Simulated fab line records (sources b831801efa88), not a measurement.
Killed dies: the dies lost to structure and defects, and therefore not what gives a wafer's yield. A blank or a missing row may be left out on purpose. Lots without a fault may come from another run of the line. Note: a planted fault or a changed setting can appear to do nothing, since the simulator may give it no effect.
fab line records | flow gf180mcu
record: lots: 7 wafers: 21 lastDay: 34
route steps=602 shown VT_IMPLANT@115
lots that met no fault: from a run of the same line without faults
startH: start of the lot's first displayed wafer, in hours after the record's first day | waitH: hours since the lot's step before | " unchanged from the row above | L1.1+2: a single row standing in for several wafers | - no value, or no start given | * or withheld: withheld | < > ~ a bound
route shown NAME@n: a module of which the file shows steps, and the number in the route of the first | usual: mean and standard deviation over wafers with no fault | same: alike in all rows | chamber/n: place in a boat | sites: per-site readings | _std_site: standard deviation across them | _edge_site: outer sites' mean less inner sites' | radiusMm: how far each site lies from the wafer's centre | mask NAME#n: copy n | behind: the tool/chamber that last shaped the wafer | hold: reason for holding the lot/hours on hold/outcome of the hold | device: which transistor (n, p or np) failed to switch | end of line: the same wafers' tests at the end of the route | for a step that has no rows: nothing shown but its recipe | killed: dies that structure and defects cost at the first sort, which is not the same as the wafer's yield | map: dies across one wafer; x = killed, . = not, _ = none there
set.NAME: the setting that was run; set.NAME@STEP: the one run at that earlier step | model.NAME: the simulator's own value behind a step, which no gauge read
lots seen at some steps along the route; tables by step, rows by wafer
services: from which hour (startH, from the record's first day; less than 0 if before it) a tool's chamber was out of use, for how many hours, and why
== steps ==
step: GF_VT_IMPLANT_SOFTBAKE_25
recipe: tempC: 90 timeS: 60 resist: NOVOLAK
step: GF_VT_IMPLANT_EXPOSE_26
recipe: maskId: LVPWELL_HV_AREA targetCdNm: 860 na: 0.6 sourceShape: conventional sigmaOuter: 0.6 doseMj: 140
step: GF_VT_IMPLANT_PEB_27
recipe: tempC: withheld timeS: * resist: NOVOLAK
step: GF_VT_IMPLANT_DEVELOP_28
recipe: developTimeS: 60 devTempC: 23
step: GF_VT_IMPLANT_OVL_MEAS_29
usual: VT_IMPLANT_02_OVL: -0.4/1.3
columns lot.wafer tool chamber startH waitH VT_IMPLANT_02_OVL[nm]
L767.2 overlay-01 - 197.21 0.1 -0.6
L767.5 " - " " -1.1
L767.6 " - " " 1.9
L774.2 overlay-01 - 244.96 0.1 -0.1
L774.4 " - " " -1.3
L774.6 " - " " 0.2
L775.2 overlay-02 - 252.30 0.1 -0.3
L775.4 " - " " 0.6
L775.5 " - " " -1.2
L776.1 overlay-02 - 259.67 0.1 -1.1
L776.2 " - " " -2.8
L776.3 " - " " -1.0
L779.1 overlay-02 - 276.65 0.1 0.6
L779.2 " - " " 1.2
L779.3 " - " " -0.8
L780.2 overlay-01 - 284.10 0.1 -1.7
L780.3 " - " " 1.1
L780.6 " - " " -0.4
L781.3 overlay-02 - 293.80 0.1 0.6
L781.5 " - " " 1.3
L781.6 " - " " 1.8
step: GF_VT_IMPLANT_IMPLANT_30
recipe: species: B energyKev: 25 doseCm2: 2.534e+12 tiltDeg: 7
step: GF_VT_IMPLANT_STRIP_31
recipe: chemistry: O2/N2 powerW: 1400 pressureMtorr: 1500 platenTempC: 250 o2FlowSccm: 3000 n2FlowSccm: 300 overashFraction: 0.5
usual: drypumpMotorCurrentA: 5.9/0.4 heaterPowerW: 317/24 o2FlowSccm: 3002/9.5 oesProductAu: 0.716/0.0044 stripTimeToEndpointS: 12.627/0.029
columns lot.wafer tool chamber startH waitH drypumpMotorCurrentA heaterPowerW o2FlowSccm oesProductAu rfHoursCounterH stripTimeToEndpointS
L767.2 plasmaAsher-01 1 197.43 0.1 5.9 295 3013 0.709 55 12.596
L767.5 " 1 " " 5.9 292 3012 0.717 - 12.612
L767.6 " 0 " " 6.2 324 3011 0.720 - 12.617
L774.2 plasmaAsher-01 0 245.14 0.1 6.1 320 2996 0.719 60 12.632
L774.4 " 0 " " 6.2 321 3008 0.717 - 12.674
L774.6 " 0 " " 6.2 327 3001 0.717 - 12.655
L775.2 plasmaAsher-01 0 252.53 0.1 6.1 325 3005 0.720 61 12.605
L775.4 " 0 " " 6.2 318 3002 0.728 - 12.676
L775.5 " 1 " " 6.0 298 2994 0.711 - 12.662
L776.1 plasmaAsher-02 1 259.86 0.1 5.4 321 3009 0.715 49 12.627
L776.2 " 0 " " 5.7 310 2988 0.714 49 12.623
L776.3 " 1 " " 5.4 331 3004 0.711 - 12.674
L779.1 plasmaAsher-04 0 276.83 0.1 6.4 363 3009 0.710 61 12.631
L779.2 " 1 " " 5.3 294 3000 0.717 61 12.639
L779.3 " 0 " " 6.4 359 2993 0.711 - 12.648
L780.2 plasmaAsher-01 0 284.28 0.1 6.2 331 3006 0.711 64 12.648
L780.3 " 1 " " 5.9 299 2989 0.714 - 12.627
L780.6 " 1 " " 5.9 298 2995 0.716 - 12.625
L781.3 plasmaAsher-01 1 294.01 0.1 5.9 300 3005 0.718 - 12.607
L781.5 " 0 " " 6.2 319 2984 0.716 - 12.620
L781.6 " 1 " " 6.0 298 3015 0.711 - 12.645
step: GF_VT_IMPLANT_TW_MEAS_32
usual: VT_IMPLANT_3_TW: 267.5/1.5
columns lot.wafer tool chamber startH waitH VT_IMPLANT_3_TW
L767.2 filmMetro-02 - 197.54 0.1 267.8
L767.5 " - " " 270.3
L767.6 " - " " 267.7
L774.2 filmMetro-03 - 245.25 0.1 268.1
L774.4 " - " " 266.8
L774.6 " - " " 266.4
L775.2 filmMetro-02 - 252.64 0.1 268.7
L775.4 " - " " 269.1
L775.5 " - " " 267.4
L776.1 filmMetro-01 - 259.96 0.1 265.6
L776.2 " - " " 266.6
L776.3 " - " " 266.5
L779.1 filmMetro-02 - 276.93 0.1 266.8
L779.2 " - " " 268.6
L779.3 " - " " 267.4
L780.2 filmMetro-03 - 284.39 0.1 266.3
L780.3 " - " " 264.7
L780.6 " - " " 266.7
L781.3 filmMetro-01 - 294.10 0.1 267.2
L781.5 " - " " 266.5
L781.6 " - " " 266.8
step: GF_VT_IMPLANT_DEHYDRATE_33
recipe: tempC: 200 timeS: 60
step: GF_VT_IMPLANT_HMDS_34
recipe: primeTimeS: 60 primeTempC: 120
step: GF_VT_IMPLANT_COAT_35
recipe: resist: NOVOLAK spinRpm: 3000 resistThkNm: 1000
step: GF_VT_IMPLANT_SOFTBAKE_36
recipe: tempC: 90 timeS: 60 resist: NOVOLAK
step: GF_VT_IMPLANT_EXPOSE_37
recipe: maskId: Nwell_HV_AREA targetCdNm: 860 na: 0.6 sourceShape: conventional sigmaOuter: 0.6 doseMj: 140
usual: exposureDoseMJCm2: 140.02/0.12 focusOffsetNm: -0.1/0.59
columns lot.wafer tool chamber startH waitH mask exposureDoseMJCm2 focusOffsetNm model.VT_IMPLANT.overlayXNm
L767.2 ilineStepper-02 0 206.57 - Nwell_HV_AREA#0 139.84 0.7 1.274
L767.5 " 0 " " Nwell_HV_AREA#0 140.10 0.1 1.274
L767.6 " 0 " " Nwell_HV_AREA#0 139.98 0.2 1.274
L774.2 ilineStepper-02 - 254.79 - Nwell_HV_AREA#0 - - 0.7402
L774.4 " - " " Nwell_HV_AREA#0 - - 0.7402
L774.6 " - " " Nwell_HV_AREA#0 - - 0.7402
L775.2 ilineStepper-01 - 262.09 - Nwell_HV_AREA#0 - - -0.2927
L775.4 " - " " Nwell_HV_AREA#0 - - -0.2927
L775.5 " - " " Nwell_HV_AREA#0 - - -0.2927
L776.1 ilineStepper-01 - 269.04 - Nwell_HV_AREA#0 - - -2.309
L776.2 " - " " Nwell_HV_AREA#0 - - -2.309
L776.3 " - " " Nwell_HV_AREA#0 - - -2.309
L779.1 ilineStepper-02 0 286.60 - Nwell_HV_AREA#0 139.86 0.4 -0.4143
L779.2 " 0 " " Nwell_HV_AREA#0 140.30 0.3 -0.4143
L779.3 " 0 " " Nwell_HV_AREA#0 139.99 0.0 -0.4143
L780.2 ilineStepper-01 0 294.54 - Nwell_HV_AREA#0 140.02 0.1 0.5334
L780.3 " 0 " " Nwell_HV_AREA#0 140.25 1.2 0.5334
L780.6 " 0 " " Nwell_HV_AREA#0 139.99 1.1 0.5334
L781.3 ilineStepper-01 0 305.13 - Nwell_HV_AREA#0 140.01 -0.4 0.881
L781.5 " 0 " " Nwell_HV_AREA#0 140.06 -1.2 0.881
L781.6 " 0 " " Nwell_HV_AREA#0 140.08 -0.9 0.881
step: GF_VT_IMPLANT_PEB_38
recipe: tempC: withheld timeS: * resist: NOVOLAK
== services ==
columns tool chamber startH hours kind
plasmaAsher-04 - 190.49 6.7 repair
plasmaAsher-02 - 194.82 6.0 repair
plasmaAsher-04 - 197.32 4.5 repair
plasmaAsher-02 - 295.56 2.8 pm
ilineStepper-02 - 304.38 28.9 pm
== key ==
firstSign: step: GF_VT_IMPLANT_EXPOSE_37 reading: toolRecord direction: missing
effect none on later readings
modelEffect: step: GF_VT_IMPLANT_EXPOSE_37 value: VT_IMPLANT.overlayXNm without: 0.4715 struck: -0.6205
metAt GF_VT_IMPLANT_EXPOSE_37
struckWafers L774.2,L774.4,L774.6,L775.2,L775.4,L775.5,L776.1,L776.2,L776.3
laterRowsLeftOut L774.2,L774.4,L774.6,L775.2,L775.4,L775.5,L776.1,L776.2,L776.3
sortLeftOut L774.2,L774.4,L774.6,L775.2,L775.4,L775.5,L776.1,L776.2,L776.3
testerLeftOut L774,L775,L776
onsetBetween 206.57 254.79
fault: kind: skippedStepWhole tool: ilineStepper-01,ilineStepper-02 chamber: - onsetH: 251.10 steps: GF_VT_IMPLANT_EXPOSE_37 scope: struckLotsOnly
testerLeftOut: of these lots the tester's yield and bins aren't shown, on N5 and GAA mostly nor the transistor test; their killed dies are dies lost to structure and defects alone, not to doping, threshold or leakage, so they don't give the yield
sortLeftOut: the simulated sort isn't trusted on such a fault, so these wafers' sort isn't shown, and their yield isn't known
laterRowsLeftOut: the simulator's readings of these wafers behind a module that went badly wrong aren't trusted and aren't shown, but for the sort
